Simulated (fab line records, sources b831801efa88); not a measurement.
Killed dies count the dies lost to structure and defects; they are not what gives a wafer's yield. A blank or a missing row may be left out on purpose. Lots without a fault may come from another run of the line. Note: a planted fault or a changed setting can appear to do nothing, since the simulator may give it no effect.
fab line records	flow gf180mcu
record: lots: 24	wafers: 72	lastDay: 34
route steps=602 shown V1@357 M3@425 V3@451
lots that met no fault: taken from a fault-free run of the same line
startH: hours from the record's opening day to when the first of the lot's shown wafers began	waitH: hours since the lot's step before	" identical to the entry in the row above	L1.1+2: one row covering several wafers at once	- either no value or no given start	* or withheld: withheld	< > ~ a bound
route shown NAME@n: a module of which the file shows steps, and the number in the route of the first	usual: mean/standard deviation taken from wafers without a fault	same: alike in all rows	chamber/n: place in a boat	sites: readings site by site	_std_site: their standard deviation	_edge_site: outer sites' mean less inner sites'	radiusMm: for every site, how far away it sits from the centre of the wafer	mask NAME#n: copy n	behind: the tool/chamber that last shaped the wafer	hold: the reason the lot was held/the length of the hold in hours/how it ended	device: the n, p or np transistor that did not switch	end of line: at the end of the route, the tests of the same wafers	a step given without rows: its recipe and nothing more	killed: at the first sort, the dies lost to defects and structure; wafer yield is something else	map: a wafer's dies, marking killed ones x, the rest . and places with no die _
set.NAME: the setting the step ran with; set.NAME@STEP: the setting that earlier step ran with	model.NAME: the simulator's own value behind a step, which no gauge read
route steps across a sampled set of lots; one table per step, one row per wafer
services: when a tool's chamber went out of use (startH, in hours from the record's first day, below 0 if earlier), for how many hours, and the reason
== steps ==
step: GF_V1_SPUTTER_22
recipe: material: TiN	targetThkNm: 10	chamberPressurePa: 5	powerW: 4000	timeS: 40
usual: throttleValvePct: 30.0/1.2
lot.wafer	tool	chamber	startH	waitH	throttleValvePct
L074.3	pvdSputter-01	-	418.83	0.0	31.3
L074.5	"	-	"	"	31.4
L074.6	"	-	"	"	30.5
L075.4	pvdSputter-01	-	422.72	0.0	31.4
L075.5	"	-	"	"	27.8
L075.6	"	-	"	"	29.9
L076.1	pvdSputter-01	-	432.52	0.0	30.9
L076.2	"	-	"	"	29.7
L076.4	"	-	"	"	27.8
L077.1	pvdSputter-03	-	432.94	0.0	30.0
L077.2	"	-	"	"	32.5
L077.3	"	-	"	"	28.3
L078.2	pvdSputter-03	-	458.35	0.0	30.4
L078.4	"	-	"	"	28.3
L078.5	"	-	"	"	32.8
L079.1	pvdSputter-01	-	464.43	0.0	31.3
L079.2	"	-	"	"	29.8
L079.3	"	-	"	"	28.0
L080.1	pvdSputter-04	-	474.64	0.0	30.5
L080.4	"	-	"	"	28.6
L080.5	"	-	"	"	28.9
L081.1	pvdSputter-04	-	490.96	0.0	30.9
L081.3	"	-	"	"	28.8
L081.4	"	-	"	"	30.4
L082.2	pvdSputter-01	-	499.35	0.0	28.0
L082.5	"	-	"	"	31.2
L082.6	"	-	"	"	29.9
L083.1	pvdSputter-04	-	503.11	0.0	30.3
L083.2	"	-	"	"	31.0
L083.3	"	-	"	"	28.9
L084.1	pvdSputter-04	-	512.86	0.0	30.5
L084.2	"	-	"	"	28.9
L084.6	"	-	"	"	29.0
L085.1	pvdSputter-04	-	522.08	0.0	30.5
L085.2	"	-	"	"	30.5
L085.5	"	-	"	"	28.8
L086.3	pvdSputter-04	-	527.56	0.0	28.9
L086.5	"	-	"	"	30.4
L086.6	"	-	"	"	30.8
L087.3	pvdSputter-04	-	532.32	0.0	28.7
L087.5	"	-	"	"	29.1
L087.6	"	-	"	"	28.7
L089.1	pvdSputter-03	-	547.01	0.0	28.2
L089.5	"	-	"	"	32.7
L089.6	"	-	"	"	30.0
L088.1	pvdSputter-03	-	549.05	0.0	32.6
L088.4	"	-	"	"	30.2
L088.6	"	-	"	"	30.2
L090.1	pvdSputter-03	-	555.30	0.0	30.1
L090.3	"	-	"	"	30.2
L090.5	"	-	"	"	30.5
L091.3	pvdSputter-04	-	562.18	0.0	30.7
L091.4	"	-	"	"	28.7
L091.6	"	-	"	"	30.4
L092.2	pvdSputter-01	-	566.16	0.0	31.3
L092.4	"	-	"	"	30.6
L092.6	"	-	"	"	31.1
L093.1	pvdSputter-04	-	568.10	0.0	30.5
L093.4	"	-	"	"	29.3
L093.5	"	-	"	"	30.4
L094.4	pvdSputter-03	-	580.85	0.0	32.9
L094.5	"	-	"	"	32.7
L094.6	"	-	"	"	28.4
L095.1	pvdSputter-04	-	589.63	0.0	28.8
L095.4	"	-	"	"	30.6
L095.6	"	-	"	"	30.8
L096.3	pvdSputter-04	-	594.13	0.0	30.7
L096.4	"	-	"	"	28.9
L096.5	"	-	"	"	30.7
L097.2	pvdSputter-04	-	601.00	0.0	28.8
L097.4	"	-	"	"	30.8
L097.5	"	-	"	"	30.5
step: GF_V1_CVD_23
recipe: material: W	targetThkNm: 350	timeS: 105.05	tempC: 400	pressureTorr: 40
usual: heaterPowerW: 803/56
lot.wafer	tool	chamber	startH	waitH	heaterPowerW
L074.3	cvdW-02	1	418.91	0.1	777
L074.5	"	0	"	"	740
L074.6	"	1	"	"	783
L075.4	cvdW-02	1	422.79	0.1	772
L075.5	"	0	"	"	753
L075.6	"	1	"	"	787
L076.1	cvdW-01	0	432.56	0.0	846
L076.2	"	0	"	"	826
L076.4	"	0	"	"	827
L077.1	cvdW-02	0	432.98	0.0	745
L077.2	"	1	"	"	767
L077.3	"	0	"	"	749
L078.2	cvdW-01	0	458.43	0.1	832
L078.4	"	0	"	"	829
L078.5	"	0	"	"	854
L079.1	cvdW-01	0	464.47	0.0	834
L079.2	"	0	"	"	819
L079.3	"	0	"	"	834
L080.1	cvdW-01	0	474.68	0.0	832
L080.4	"	0	"	"	815
L080.5	"	0	"	"	841
L081.1	cvdW-02	1	491.00	0.0	794
L081.3	"	0	"	"	747
L081.4	"	1	"	"	775
L082.2	cvdW-01	0	499.43	0.1	840
L082.5	"	0	"	"	825
L082.6	"	0	"	"	833
L083.1	cvdW-01	0	503.15	0.0	821
L083.2	"	0	"	"	821
L083.3	"	0	"	"	824
L084.1	cvdW-02	0	512.90	0.0	760
L084.2	"	1	"	"	768
L084.6	"	1	"	"	775
L085.1	cvdW-01	1	522.12	0.0	918
L085.2	"	0	"	"	838
L085.5	"	1	"	"	909
L086.3	cvdW-02	0	527.64	0.1	751
L086.5	"	0	"	"	742
L086.6	"	1	"	"	779
L087.3	cvdW-02	1	532.40	0.1	778
L087.5	"	0	"	"	744
L087.6	"	1	"	"	777
L089.1	cvdW-02	1	547.05	0.0	787
L089.5	"	1	"	"	773
L089.6	"	0	"	"	732
L088.1	cvdW-02	1	549.08	0.0	763
L088.4	"	1	"	"	778
L088.6	"	1	"	"	775
L090.1	cvdW-02	1	555.34	0.0	761
L090.3	"	1	"	"	780
L090.5	"	0	"	"	743
L091.3	cvdW-02	0	562.25	0.1	766
L091.4	"	1	"	"	775
L091.6	"	1	"	"	790
L092.2	cvdW-01	0	566.20	0.0	849
L092.4	"	0	"	"	860
L092.6	"	1	"	"	912
L093.1	cvdW-02	0	568.13	0.0	750
L093.4	"	0	"	"	756
L093.5	"	1	"	"	800
L094.4	cvdW-02	1	580.93	0.1	767
L094.5	"	0	"	"	745
L094.6	"	1	"	"	784
L095.1	cvdW-01	1	589.67	0.0	940
L095.4	"	0	"	"	850
L095.6	"	1	"	"	914
L096.3	cvdW-01	0	594.20	0.1	844
L096.4	"	1	"	"	920
L096.5	"	1	"	"	936
L097.2	cvdW-01	1	601.04	0.0	934
L097.4	"	0	"	"	821
L097.5	"	1	"	"	934
step: GF_M3_METAL_ETCH_16
recipe: chemistry: Cl2/BCl3	maskMaterial: KrF	targetDepthNm: 627.5	stopOn: SiO2	pressureMtorr: 8	icpW: 800	biasW: 140	Cl2_flow_sccm: 80	bcl3FlowSccm: 40	timeS: 104.6
usual: drypumpMotorCurrentA: 5.7/0.47	oesProductAu: 0.974/0.0062	throttleValvePct: 28.248/0.0097
lot.wafer	tool	chamber	startH	waitH	drypumpMotorCurrentA	oesProductAu	rfHoursCounterH	throttleValvePct
L074.3	rieMetal-03	0	495.20	0.1	5.9	0.965	-	28.265
L074.5	"	1	"	"	5.2	0.969	-	28.266
L074.6	"	0	"	"	5.9	0.966	-	28.258
L075.4	rieMetal-02	0	498.22	0.1	5.6	0.969	-	28.241
L075.5	"	0	"	"	5.6	0.964	-	28.253
L075.6	"	0	"	"	5.6	0.965	-	28.268
L076.1	rieMetal-04	1	508.57	0.0	6.0	0.983	10	28.269
L076.2	"	0	"	"	5.1	0.979	6	28.262
L076.4	"	1	"	"	6.0	0.978	-	28.249
L077.1	rieMetal-03	0	508.92	0.0	5.9	0.971	3	28.227
L077.2	"	1	"	"	5.2	0.965	8	28.256
L077.3	"	0	"	"	5.9	0.968	-	28.256
L078.2	rieMetal-03	1	533.37	0.0	5.2	0.967	9	28.241
L078.4	"	0	"	"	5.9	0.966	-	28.242
L078.5	"	0	"	"	5.9	0.969	-	28.238
L079.1	rieMetal-03	0	539.51	0.0	5.9	0.969	4	28.239
L079.2	"	1	"	"	5.2	0.963	9	28.257
L079.3	"	0	"	"	5.9	0.974	-	28.248
L080.1	rieMetal-04	0	549.80	0.0	5.1	0.982	8	28.256
L080.4	"	0	"	"	5.1	0.965	-	28.264
L080.5	"	1	"	"	6.1	0.977	-	28.248
L081.1	rieMetal-04	1	565.50	0.0	6.1	0.981	12	28.254
L081.3	"	0	"	"	5.1	0.981	-	28.269
L081.4	"	1	"	"	6.0	0.978	-	28.235
L082.2	rieMetal-03	0	572.47	0.0	5.9	0.967	4	28.244
L082.5	"	1	"	"	5.2	0.974	-	28.242
L082.6	"	0	"	"	5.9	0.975	-	28.241
L083.1	rieMetal-02	0	576.17	0.0	5.6	0.983	10	28.224
L083.2	"	1	"	"	6.5	0.985	2	28.248
L083.3	"	1	"	"	6.5	0.974	-	28.232
L084.1	rieMetal-03	0	584.97	0.0	5.9	0.974	5	28.235
L084.2	"	1	"	"	5.2	0.982	10	28.231
L084.6	"	0	"	"	5.9	0.975	-	28.246
L085.1	rieMetal-02	0	592.87	0.0	5.6	0.979	10	28.255
L085.2	"	1	"	"	6.5	0.979	3	28.246
L085.5	"	1	"	"	6.5	0.966	-	28.262
L086.3	rieMetal-03	1	598.71	0.1	5.2	0.975	-	28.258
L086.5	"	0	"	"	5.9	0.989	-	28.243
L086.6	"	1	"	"	5.2	0.982	-	28.245
L087.3	rieMetal-02	0	602.75	0.1	5.6	0.976	-	28.251
L087.5	"	0	"	"	5.6	0.983	-	28.249
L087.6	"	1	"	"	6.5	0.983	-	28.243
L089.1	rieMetal-04	0	615.00	0.0	5.1	0.967	10	28.245
L089.5	"	1	"	"	6.0	0.965	-	28.261
L089.6	"	0	"	"	5.1	0.965	-	28.246
L088.1	rieMetal-04	1	617.17	0.0	6.1	0.971	14	28.241
L088.4	"	1	"	"	6.0	0.971	-	28.256
L088.6	"	1	"	"	6.1	0.978	-	28.254
L090.1	rieMetal-03	1	621.81	0.0	5.2	0.969	11	28.251
L090.3	"	0	"	"	5.9	0.967	-	28.264
L090.5	"	0	"	"	5.9	0.968	-	28.255
L091.3	rieMetal-02	0	629.20	0.1	5.6	0.972	-	28.252
L091.4	"	1	"	"	6.5	0.982	-	28.251
L091.6	"	1	"	"	6.5	0.964	-	28.259
L092.2	rieMetal-02	1	633.20	0.0	6.5	0.984	4	28.247
L092.4	"	0	"	"	5.6	0.984	-	28.244
L092.6	"	1	"	"	6.5	0.975	-	28.245
L093.1	rieMetal-04	1	634.81	0.0	6.1	0.968	14	28.240
L093.4	"	1	"	"	6.1	0.972	-	28.237
L093.5	"	0	"	"	5.1	0.975	-	28.248
L094.4	rieMetal-03	0	645.72	0.1	5.9	0.976	-	28.254
L094.5	"	0	"	"	5.9	0.971	-	28.251
L094.6	"	0	"	"	5.9	0.976	-	28.246
L095.1	rieMetal-02	1	654.32	0.0	6.5	0.967	4	28.242
L095.4	"	0	"	"	5.6	0.976	-	28.246
L095.6	"	0	"	"	5.6	0.974	-	28.248
L096.3	rieMetal-04	1	658.81	0.1	6.0	0.989	-	28.248
L096.4	"	0	"	"	5.1	0.988	-	28.251
L096.5	"	1	"	"	6.0	0.982	-	28.245
L097.2	rieMetal-04	0	664.90	0.0	5.1	0.982	12	28.252
L097.4	"	0	"	"	5.1	0.981	-	28.246
L097.5	"	0	"	"	5.1	0.978	-	28.257
step: GF_M3_STRIP_17
recipe: chemistry: O2/N2	powerW: 1400	pressureMtorr: 1500	platenTempC: 250	o2FlowSccm: 3000	n2FlowSccm: 300	overashFraction: 0.5
usual: drypumpMotorCurrentA: 5.8/0.36	heaterPowerW: 327/41	oesProductAu: 0.558/0.0047	stripTimeToEndpointS: 7.87/0.033
lot.wafer	tool	chamber	startH	waitH	drypumpMotorCurrentA	heaterPowerW	oesProductAu	rfHoursCounterH	stripTimeToEndpointS
L074.3	plasmaAsher-04	0	495.31	0.1	6.0	313	0.564	-	7.93
L074.5	"	1	"	"	5.4	356	0.564	-	7.93
L074.6	"	0	"	"	6.0	310	0.560	-	7.91
L075.4	plasmaAsher-03	1	498.36	0.1	6.4	238	0.565	-	7.89
L075.5	"	0	"	"	5.2	281	0.554	-	7.93
L075.6	"	1	"	"	6.4	250	0.563	-	7.89
L076.1	plasmaAsher-02	1	508.69	0.1	5.6	353	0.556	83	7.85
L076.2	"	0	"	"	6.0	366	0.553	83	7.86
L076.4	"	0	"	"	6.0	360	0.552	-	7.84
L077.1	plasmaAsher-04	1	509.04	0.1	5.4	355	0.563	75	7.86
L077.2	"	0	"	"	6.0	311	0.566	75	7.91
L077.3	"	0	"	"	6.0	315	0.554	-	7.86
L078.2	plasmaAsher-04	0	533.48	0.1	6.0	318	0.558	78	7.92
L078.4	"	0	"	"	6.0	310	0.564	-	7.93
L078.5	"	0	"	"	6.0	314	0.557	-	7.92
L079.1	plasmaAsher-02	1	539.62	0.1	5.6	351	0.559	86	7.90
L079.2	"	0	"	"	6.1	359	0.555	86	7.86
L079.3	"	0	"	"	6.0	365	0.553	-	7.86
L080.1	plasmaAsher-02	1	549.92	0.1	5.6	358	0.561	87	7.83
L080.4	"	0	"	"	6.1	363	0.550	-	7.83
L080.5	"	1	"	"	5.6	346	0.565	-	7.85
L081.1	plasmaAsher-03	0	565.67	0.1	5.3	270	0.569	46	7.89
L081.3	"	1	"	"	6.4	239	0.558	-	7.85
L081.4	"	0	"	"	5.2	276	0.560	-	7.87
L082.2	plasmaAsher-03	0	572.58	0.1	5.3	275	0.548	47	7.89
L082.5	"	1	"	"	6.4	239	0.558	-	7.85
L082.6	"	0	"	"	5.2	275	0.560	-	7.89
L083.1	plasmaAsher-02	0	576.28	0.1	6.0	359	0.555	90	7.86
L083.2	"	1	"	"	5.6	349	0.554	90	7.78
L083.3	"	0	"	"	6.1	365	0.554	-	7.84
L084.1	plasmaAsher-02	0	585.08	0.1	6.1	359	0.552	91	7.86
L084.2	"	1	"	"	5.6	346	0.555	91	7.88
L084.6	"	1	"	"	5.6	358	0.564	-	7.85
L085.1	plasmaAsher-04	1	592.98	0.1	5.4	351	0.550	84	7.88
L085.2	"	0	"	"	6.0	312	0.548	84	7.87
L085.5	"	1	"	"	5.4	348	0.558	-	7.85
L086.3	plasmaAsher-03	0	598.82	0.1	5.3	277	0.556	-	7.82
L086.5	"	1	"	"	6.4	234	0.557	-	7.84
L086.6	"	0	"	"	5.2	277	0.560	-	7.81
L087.3	plasmaAsher-04	1	602.86	0.1	5.4	356	0.553	-	7.84
L087.5	"	1	"	"	5.4	358	0.564	-	7.91
L087.6	"	0	"	"	6.0	314	0.557	-	7.88
L089.1	plasmaAsher-02	0	615.12	0.1	6.1	363	0.552	94	7.83
L089.5	"	0	"	"	6.1	360	0.566	-	7.89
L089.6	"	1	"	"	5.6	338	0.557	-	7.83
L088.1	plasmaAsher-02	0	617.28	0.1	6.1	362	0.555	94	7.88
L088.4	"	1	"	"	5.6	351	0.558	-	7.90
L088.6	"	1	"	"	5.6	347	0.552	-	7.88
L090.1	plasmaAsher-04	1	621.92	0.1	5.4	352	0.559	87	7.88
L090.3	"	1	"	"	5.4	357	0.551	-	7.92
L090.5	"	1	"	"	5.4	349	0.553	-	7.93
L091.3	plasmaAsher-04	1	629.31	0.1	5.4	349	0.552	-	7.81
L091.4	"	0	"	"	6.0	319	0.561	-	7.78
L091.6	"	0	"	"	6.0	318	0.558	-	7.80
L092.2	plasmaAsher-02	1	633.32	0.1	5.6	344	0.561	96	7.91
L092.4	"	1	"	"	5.6	356	0.556	-	7.91
L092.6	"	0	"	"	6.0	361	0.556	-	7.90
L093.1	plasmaAsher-03	1	634.92	0.1	6.4	241	0.556	53	7.90
L093.4	"	1	"	"	6.4	233	0.561	-	7.92
L093.5	"	1	"	"	6.4	235	0.559	-	7.87
L094.4	plasmaAsher-04	1	645.87	0.1	5.4	359	0.566	-	7.87
L094.5	"	1	"	"	5.4	361	0.567	-	7.90
L094.6	"	0	"	"	6.0	311	0.560	-	7.87
L095.1	plasmaAsher-02	1	654.43	0.1	5.6	354	0.558	98	7.84
L095.4	"	0	"	"	6.1	353	0.555	-	7.83
L095.6	"	0	"	"	6.1	375	0.555	-	7.87
L096.3	plasmaAsher-02	0	658.92	0.1	6.0	354	0.558	-	7.89
L096.4	"	1	"	"	5.6	348	0.555	-	7.88
L096.5	"	0	"	"	6.1	369	0.556	-	7.85
L097.2	plasmaAsher-04	1	665.02	0.1	5.4	364	0.562	92	7.84
L097.4	"	0	"	"	6.0	317	0.556	-	7.85
L097.5	"	1	"	"	5.4	348	0.556	-	7.83
step: GF_V3_SPUTTER_22
recipe: material: TiN	targetThkNm: 10	chamberPressurePa: 5	powerW: 4000	timeS: 40
usual: throttleValvePct: 30.1/1.4
lot.wafer	tool	chamber	startH	waitH	throttleValvePct
L074.3	pvdSputter-03	-	520.55	0.0	28.1
L074.5	"	-	"	"	32.6
L074.6	"	-	"	"	28.4
L075.4	pvdSputter-04	-	524.78	0.0	28.8
L075.5	"	-	"	"	28.8
L075.6	"	-	"	"	30.7
L076.1	pvdSputter-04	-	534.21	0.0	28.6
L076.2	"	-	"	"	30.4
L076.4	"	-	"	"	29.0
L077.1	pvdSputter-03	-	534.56	0.0	32.6
L077.2	"	-	"	"	30.2
L077.3	"	-	"	"	28.5
L078.2	pvdSputter-01	-	558.79	0.0	31.2
L078.4	"	-	"	"	29.7
L078.5	"	-	"	"	29.9
L079.1	pvdSputter-01	-	563.91	0.0	28.2
L079.2	"	-	"	"	29.7
L079.3	"	-	"	"	31.0
L080.1	pvdSputter-03	-	573.93	0.0	30.5
L080.4	"	-	"	"	32.9
L080.5	"	-	"	"	30.7
L081.1	pvdSputter-03	-	589.28	0.0	28.3
L081.3	"	-	"	"	30.1
L081.4	"	-	"	"	32.4
L082.2	pvdSputter-01	-	595.98	0.0	29.9
L082.5	"	-	"	"	30.0
L082.6	"	-	"	"	27.9
L083.1	pvdSputter-01	-	599.51	0.0	29.9
L083.2	"	-	"	"	30.8
L083.3	"	-	"	"	31.3
L084.1	pvdSputter-03	-	607.30	0.0	32.7
L084.2	"	-	"	"	30.4
L084.6	"	-	"	"	28.3
L085.1	pvdSputter-03	-	615.65	0.0	30.0
L085.2	"	-	"	"	30.6
L085.5	"	-	"	"	30.1
L086.3	pvdSputter-01	-	621.60	0.0	27.8
L086.5	"	-	"	"	30.9
L086.6	"	-	"	"	27.9
L087.3	pvdSputter-03	-	625.50	0.0	30.1
L087.5	"	-	"	"	30.1
L087.6	"	-	"	"	32.5
L089.1	pvdSputter-03	-	637.02	0.0	30.1
L089.5	"	-	"	"	32.7
L089.6	"	-	"	"	30.0
L088.1	pvdSputter-01	-	639.44	0.0	27.6
L088.4	"	-	"	"	30.7
L088.6	"	-	"	"	30.7
L090.1	pvdSputter-01	-	644.46	0.0	31.0
L090.3	"	-	"	"	28.0
L090.5	"	-	"	"	31.2
L091.3	pvdSputter-04	-	651.55	0.0	28.9
L091.4	"	-	"	"	28.9
L091.6	"	-	"	"	30.5
L092.2	pvdSputter-03	-	655.27	0.0	28.2
L092.4	"	-	"	"	30.7
L092.6	"	-	"	"	32.9
L093.1	pvdSputter-04	-	657.12	0.0	28.9
L093.4	"	-	"	"	28.4
L093.5	"	-	"	"	30.8
L094.4	pvdSputter-03	-	667.87	0.0	28.1
L094.5	"	-	"	"	32.3
L094.6	"	-	"	"	28.4
L095.1	pvdSputter-01	-	675.79	0.0	30.9
L095.4	"	-	"	"	28.0
L095.6	"	-	"	"	30.6
L096.3	pvdSputter-04	-	680.34	0.0	29.1
L096.4	"	-	"	"	30.6
L096.5	"	-	"	"	30.3
L097.2	pvdSputter-01	-	686.82	0.0	27.9
L097.4	"	-	"	"	31.4
L097.5	"	-	"	"	30.8
step: GF_V3_THK_MEAS_25
recipe: thkMeasGauge: xrf	reads: W_of_V3_CVD_23
usual: V3_W_THK: 369/7.4
lot.wafer	tool	chamber	startH	waitH	V3_W_THK[nm]
L074.3	filmMetro-01	-	520.84	0.1	369
L074.5	"	-	"	"	359
L074.6	"	-	"	"	367
L075.4	filmMetro-01	-	525.08	0.1	372
L075.5	"	-	"	"	373
L075.6	"	-	"	"	372
L076.1	filmMetro-01	-	534.48	0.1	376
L076.2	"	-	"	"	378
L076.4	"	-	"	"	381
L077.1	filmMetro-02	-	534.83	0.1	361
L077.2	"	-	"	"	360
L077.3	"	-	"	"	355
L078.2	filmMetro-01	-	559.07	0.1	367
L078.4	"	-	"	"	359
L078.5	"	-	"	"	362
L079.1	filmMetro-02	-	564.18	0.1	363
L079.2	"	-	"	"	364
L079.3	"	-	"	"	368
L080.1	filmMetro-01	-	574.20	0.1	370
L080.4	"	-	"	"	367
L080.5	"	-	"	"	366
L081.1	filmMetro-02	-	589.55	0.1	352
L081.3	"	-	"	"	351
L081.4	"	-	"	"	356
L082.2	filmMetro-02	-	596.26	0.1	354
L082.5	"	-	"	"	358
L082.6	"	-	"	"	355
L083.1	filmMetro-01	-	599.78	0.1	369
L083.2	"	-	"	"	367
L083.3	"	-	"	"	371
L084.1	filmMetro-03	-	607.69	0.1	366
L084.2	"	-	"	"	365
L084.6	"	-	"	"	367
L085.1	filmMetro-02	-	615.92	0.1	357
L085.2	"	-	"	"	356
L085.5	"	-	"	"	353
L086.3	filmMetro-01	-	621.89	0.1	373
L086.5	"	-	"	"	368
L086.6	"	-	"	"	372
L087.3	filmMetro-01	-	625.79	0.1	370
L087.5	"	-	"	"	371
L087.6	"	-	"	"	368
L089.1	filmMetro-01	-	637.29	0.1	371
L089.5	"	-	"	"	368
L089.6	"	-	"	"	376
L088.1	filmMetro-03	-	639.71	0.1	383
L088.4	"	-	"	"	375
L088.6	"	-	"	"	375
L090.1	filmMetro-03	-	644.74	0.1	372
L090.3	"	-	"	"	376
L090.5	"	-	"	"	377
L091.3	filmMetro-03	-	651.84	0.1	379
L091.4	"	-	"	"	378
L091.6	"	-	"	"	376
L092.2	filmMetro-01	-	655.55	0.1	367
L092.4	"	-	"	"	365
L092.6	"	-	"	"	372
L093.1	filmMetro-03	-	657.39	0.1	377
L093.4	"	-	"	"	377
L093.5	"	-	"	"	373
L094.4	filmMetro-03	-	668.17	0.1	379
L094.5	"	-	"	"	379
L094.6	"	-	"	"	383
L095.1	filmMetro-01	-	676.06	0.1	373
L095.4	"	-	"	"	370
L095.6	"	-	"	"	369
L096.3	filmMetro-03	-	680.63	0.1	371
L096.4	"	-	"	"	375
L096.5	"	-	"	"	370
L097.2	filmMetro-02	-	687.10	0.1	363
L097.4	"	-	"	"	365
L097.5	"	-	"	"	362
== services ==
tool	chamber	startH	hours	kind
cvdW-01	-	413.81	6.0	pm
plasmaAsher-03	-	414.83	1.4	repair
cvdW-01	1	421.34	83.9	repair
rieMetal-03	1	433.41	4.9	repair
pvdSputter-04	-	443.54	0.5	repair
cvdW-01	-	460.10	2.8	pm
cvdW-02	-	485.97	2.8	pm
pvdSputter-04	-	494.03	1.6	repair
rieMetal-03	-	497.00	0.7	repair
cvdW-02	1	497.02	5.3	repair
pvdSputter-01	-	506.63	14.9	repair
rieMetal-03	0	549.13	4.3	repair
pvdSputter-01	-	551.93	1.0	repair
rieMetal-02	0	562.30	4.9	repair
plasmaAsher-04	-	564.87	0.8	repair
rieMetal-04	0	577.84	4.8	repair
plasmaAsher-04	-	580.37	5.7	repair
rieMetal-03	-	595.78	2.8	pm
cvdW-02	0	603.52	4.0	repair
plasmaAsher-02	-	607.27	3.4	repair
rieMetal-02	1	648.53	4.9	repair
plasmaAsher-03	-	649.76	20.9	pm
pvdSputter-04	-	670.17	7.5	repair
plasmaAsher-04	-	685.30	1.2	repair
== key ==
fault none
